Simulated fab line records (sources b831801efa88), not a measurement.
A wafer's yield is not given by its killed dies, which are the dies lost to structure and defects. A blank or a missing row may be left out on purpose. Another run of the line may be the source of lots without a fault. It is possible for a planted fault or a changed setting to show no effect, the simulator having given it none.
Comparing a struck lot with a sound one / flow sky130 / 14 out of 708 route steps
Sound: the wafers L534.3, L534.5, L534.6. Wafers L532.1, L532.2, L532.6 were the ones struck. The cause is given at the end.
At each step with rows: each side's tool, then ch and its chambers, then its first start. Under that, the readings that differ: sound wafers / struck wafers / difference of the means / sigmas: that difference in standard deviations of wafers without a fault.
alike: readings with means less than 2 such deviations apart, plus words and numbers identical on both sides. not compared: withheld readings, readings lacking a value on some wafer, bounds such as >300 that could conceal the same value, and numbers that have no deviation in the record and whose values overlap.
Wherever a step has rows on one side only, a row that says differs or no value, or a row with sigmas, the two part there. Numbers that don't overlap but have no deviation are shown without sigmas and don't part them. Lack of a reading on every wafer of one side parts them only where that side has two or more wafers.

SKY_LI_CONTACT_CD_MEAS_12: the cd target is 170 nm.
  sound on cdSem-01, day 35 11:02; struck on cdSem-02, day 34 21:47
reading=cdNm (nm); sound=169.7 168.5 167.9; struck=171.1 172.2 171.6; difference=+2.9; sigmas=+2
SKY_LI_CONTACT_OVL_MEAS_13:
  sound on overlay-02, day 35 11:07; struck on overlay-01, day 34 21:55
  alike: LI_CONTACT_OVL
SKY_LI_CONTACT_ETCH_14: etches BARC in N2/H2, stops on SiO2, time 45.9 s, target depth 60 nm.
  sound on rieDiel-03 ch 0,1, day 35 11:09; struck on rieDiel-02 ch 0,1,2, day 34 21:57
  alike: drypumpMotorCurrentA, oesProductAu, throttleValvePct
  not compared: rfHoursCounterH
SKY_LI_CONTACT_ETCH_15: etches PSG in C4F8/O2/Ar, stops on Si, target depth 600 nm.
  sound on rieDiel-03 ch 0,1, day 35 11:11; struck on rieDiel-02 ch 0,1,2, day 34 21:59
  alike: oesProductAu
SKY_LI_CONTACT_STRIP_16: strips in O2/N2.
  sound on plasmaAsher-04 ch 0,1, day 35 11:19; struck on plasmaAsher-03 ch 0,1, day 34 22:04
  alike: drypumpMotorCurrentA, oesProductAu, stripTimeToEndpointS
  not compared: rfHoursCounterH
then, 2 steps without rows for these wafers: SKY_LI_CONTACT_CLEAN_17 (cleans in NMP, time 600 s); SKY_LI_CONTACT_PRE_CLEAN_18 (time 5.6 s).
SKY_LI_CONTACT_SPUTTER_19: material Ti, target thk 20 nm, time 106.37 s.
  sound on pvdSputter-04, day 35 11:34; struck on pvdSputter-01, day 34 22:22
  alike: throttleValvePct
SKY_LI_CONTACT_SPUTTER_20: material TiN, target thk 20 nm, time 80 s.
  sound on pvdSputter-04, day 35 11:38; struck on pvdSputter-01, day 34 22:26
  alike: throttleValvePct
then, 1 step without rows for these wafers: SKY_LI_CONTACT_CVD_21 (deposits W, target thk 400 nm, time 120.56 s).
SKY_LI_CONTACT_RS_MEAS_22: measures by four-point-probe.
  sound on filmMetro-02, day 35 11:52; struck on filmMetro-03, day 34 22:38
  alike: LI_CONTACT_W_RS
SKY_LI_CONTACT_THK_MEAS_23: measures by xrf.
  sound on filmMetro-02, day 35 11:58; struck on filmMetro-03, day 34 22:45
  alike: LI_CONTACT_W_THK
SKY_LI_CONTACT_CMP_24: polishes, stops on PSG, t overpolish 20 s, target thk 0 nm.
  sound on cmp-02 ch 0,2,3, day 35 12:10; struck on cmp-01 ch 1,2,3, day 34 22:55
  no value came back on the struck wafers for any of 5 readings (edgeZonePressureFrac, headPressurePsi (psi) and others); on the sound wafers edgeZonePressureFrac reads 1.002 1.002 1.005
reading=model.W_of_LI_CONTACT_CVD_21.thkNm (nm); sound=0 0 0; struck=404.3 391.7 402.6; difference=+399.5; sigmas=
reading=model.PSG_of_LI_CONTACT_HDPCVD_00.thkNm (nm); sound=588.3 589.1 588.2; struck=593.9 593.6 592.5; difference=+4.8; sigmas=
-- record jumps: 15 days separate the struck wafers' starts on either side; left off in module LI_CONTACT, taken up again in module PAD_OPEN, whose first shown step is the route's number 708 --
SKY_PAD_OPEN_PROBE_99:
  sound on prober-02, day 50 09:10; struck on prober-02, day 49 22:47
reading=killedAtContacts; sound=30 28 26; struck=435 430 440; difference=+407; sigmas=+75
reading=killedDies; sound=87 91 99; struck=492 492 492; difference=+400; sigmas=+45
reading=killedOnRim; sound=18 19 20; struck=96 96 96; difference=+77; sigmas=+23
  alike: killed_at_M0_to_M3, killed_at_M4_up, killedAtFrontEnd, killedAtOther, killedOpen, killedShort

WHERE THEY PART
First at SKY_LI_CONTACT_CD_MEAS_12; last, within this record, at SKY_PAD_OPEN_PROBE_99.

WHY: whatever the simulator had introduced
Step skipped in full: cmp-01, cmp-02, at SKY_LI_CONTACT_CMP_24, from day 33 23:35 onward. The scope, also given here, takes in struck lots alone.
